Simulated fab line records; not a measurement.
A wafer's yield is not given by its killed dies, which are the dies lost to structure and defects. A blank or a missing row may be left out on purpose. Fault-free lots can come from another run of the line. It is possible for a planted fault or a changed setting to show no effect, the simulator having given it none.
Comparing a struck lot with a sound one | flow sky130 | 31 steps out of a route of 708
Sound: wafers L356.1, L356.2, L356.4. Wafers struck: L368.1, L368.5, L368.6. The cause is named last.
Per side, at each step with rows, come the tool, then ch with its chambers, and then its first start. Under that, the readings that differ: sound wafers | struck wafers | difference of the means | sigmas: that difference in standard deviations of wafers without a fault.
alike: same words and numbers on both sides, and readings whose means sit less than 2 such deviations apart. not compared: any withheld reading, any reading some wafer has no value for, any bound like >300 that may hide the same value, and any number with overlapping values for which the record gives no deviation.
Wherever a step has rows on one side only, a row that says differs or no value, or a row with sigmas, the two part there. When numbers do not overlap yet have no deviation, they are printed without sigmas and do not part them. A reading that every wafer of one side lacks parts them only if that side has two wafers or more.

first, 6 steps without rows for these wafers: SKY_SONOS_TUNNEL_HMDS_01 (prime time 60 s); SKY_SONOS_TUNNEL_COAT_02 (resist thk 1140 nm); SKY_SONOS_TUNNEL_SOFTBAKE_03 (time 60 s); SKY_SONOS_TUNNEL_EXPOSE_04 (exposes mask TUNM, target cd 410 nm); SKY_SONOS_TUNNEL_PEB_05; SKY_SONOS_TUNNEL_DEVELOP_06 (develop time 62.18 s).
SKY_SONOS_TUNNEL_CD_MEAS_07 targets a cd of 410 nm.
  sound on cd sem-02 at day 12 19:38; struck on cd sem-02 at day 16 15:41
  alike: cd nm
SKY_SONOS_TUNNEL_OVL_MEAS_08:
  sound on overlay-02 at day 12 19:45; struck on overlay-01 at day 16 15:48
  alike: SONOS_TUNNEL_OVL
then, 3 steps without rows for these wafers: SKY_SONOS_TUNNEL_IMPLANT_09; SKY_SONOS_TUNNEL_WET_ETCH_10 (etches SiO2 in dHF, target depth 14 nm, time 280 s); SKY_SONOS_TUNNEL_STRIP_11 (strips in SPM, time 600 s).
SKY_SONOS_TUNNEL_TW_MEAS_12:
  sound on film metro-02 at day 12 20:12; struck on film metro-02 at day 16 16:18
  alike: SONOS_TUNNEL_TW
SKY_SONOS_TUNNEL_CLEAN_13: cleans in dHF, time 20 s.
  sound on wet bench-04 ch 2, day 12 20:16; struck on wet bench-03 ch 3, day 16 16:22
  no value came back on the struck wafers for run length s (s), time s (s); on the sound wafers run length s (s) reads 52.0 52.0 52.0
  reading                                      | sound            | struck           | difference | sigmas
  model.SiO2_of_NWELL_OXIDATION_01.thk nm (nm) | 8.774 8.82 9.004 | 10.04 9.94 9.925 | +1.10      |
then, 1 step without rows for these wafers: SKY_SONOS_ONO_OXIDATION_00 (stabilise 600 s, purge 300 s, target thk 2.6 nm).
SKY_SONOS_ONO_THK_MEAS_01:
  sound on film metro-02 at day 12 21:37; struck on film metro-02 at day 16 20:38
  alike: SONOS_ONO_OXIDATION_THK
then, 1 step without rows for these wafers: SKY_SONOS_ONO_CVD_02 (deposits Si3N4 from DCS/NH3, target thk 10.5 nm, time 180 s).
SKY_SONOS_ONO_THK_MEAS_03:
  sound on film metro-02 at day 12 23:40; struck on film metro-03 at day 16 22:11
  alike: SONOS_ONO_CVD_02_THK
then, 1 step without rows for these wafers: SKY_SONOS_ONO_CVD_04 (deposits SiO2 from SiH4/N2O, target thk 5.7199 nm).
SKY_SONOS_ONO_THK_MEAS_05:
  sound on film metro-04 at day 13 00:58; struck on film metro-02 at day 16 23:30
  alike: SONOS_ONO_CVD_04_THK
then, 7 steps without rows for these wafers: SKY_SONOS_ONO_DEHYDRATE_06 (time 60 s); SKY_SONOS_ONO_HMDS_07 (prime time 60 s); SKY_SONOS_ONO_COAT_08 (resist thk 1140 nm); SKY_SONOS_ONO_SOFTBAKE_09 (time 60 s); SKY_SONOS_ONO_EXPOSE_10 (exposes mask ONOM, target cd 410 nm); SKY_SONOS_ONO_PEB_11; SKY_SONOS_ONO_DEVELOP_12 (develop time 60 s).
SKY_SONOS_ONO_CD_MEAS_13 targets a cd of 410 nm.
  sound on cd sem-01 at day 14 02:11; struck on cd sem-01 at day 18 04:47
  alike: cd nm
SKY_SONOS_ONO_OVL_MEAS_14:
  sound on overlay-02 at day 14 02:18; struck on overlay-02 at day 18 04:54
  alike: SONOS_ONO_OVL
SKY_SONOS_ONO_ETCH_15: etches the open film in CHF3/O2, target depth 19.52 nm, time 8.167 s.
  sound on rie diel-04 ch 1,3, day 14 02:20; struck on rie diel-04 ch 0,1,2, day 18 04:56
  reading                                      | sound            | struck           | difference | sigmas
  model.SiO2_of_NWELL_OXIDATION_01.thk nm (nm) | 5.258 5.32 5.491 | 6.54 6.483 6.486 | +1.15      |
  alike: chamber pressure mTorr, drypump motor current A, oes product au, throttle valve pct
  not compared: rf hours counter h
then, 1 step without rows for these wafers: SKY_SONOS_ONO_WET_ETCH_16 (etches SiO2 in dHF, target depth 14 nm, time 280 s).
-- record jumps: 31 days separate the struck wafers' starts on either side; left off in module SONOS_ONO, taken up again in module PAD_OPEN, whose first shown step is the route's number 708 --
SKY_PAD_OPEN_PROBE_99:
  sound on prober-01 at day 46 17:43; struck on prober-01 at day 49 13:18
  reading                               | sound                   | struck                  | difference | sigmas
  model.etest.cap ono.gate bv v (V)     | 16.16 16.18 16.53       | 12.72 13.07 12.73       | -3.45      |
  model.etest.cap ono.gate log10 a cm2  | -7.744 -7.707 -7.896    | -5.944 -6.07 -5.894     | +1.813     |
  model.etest.sonos baked.vt less v (V) | -0.5192 -0.4748 -0.4626 | -0.8065 -0.7931 -0.7576 | -0.3002    |
  model.etest.sonos baked.vt v (V)      | 1.003 1.046 0.9998      | 0.7455 0.6852 0.7735    | -0.2815    |
  alike: killed_at_M0_to_M3, killed_at_M4_up, killed at contacts, killed at front end, killed at other, killed dies, killed open, killed short

WHERE THEY PART
Within this record, at SKY_SONOS_TUNNEL_CLEAN_13 only. Later steps at which nothing parts them and some readings are alike: SKY_SONOS_ONO_THK_MEAS_01, SKY_SONOS_ONO_THK_MEAS_03, SKY_SONOS_ONO_THK_MEAS_05, SKY_SONOS_ONO_CD_MEAS_13, SKY_SONOS_ONO_OVL_MEAS_14, SKY_SONOS_ONO_ETCH_15, SKY_PAD_OPEN_PROBE_99.

WHY: what had been put in by the simulator
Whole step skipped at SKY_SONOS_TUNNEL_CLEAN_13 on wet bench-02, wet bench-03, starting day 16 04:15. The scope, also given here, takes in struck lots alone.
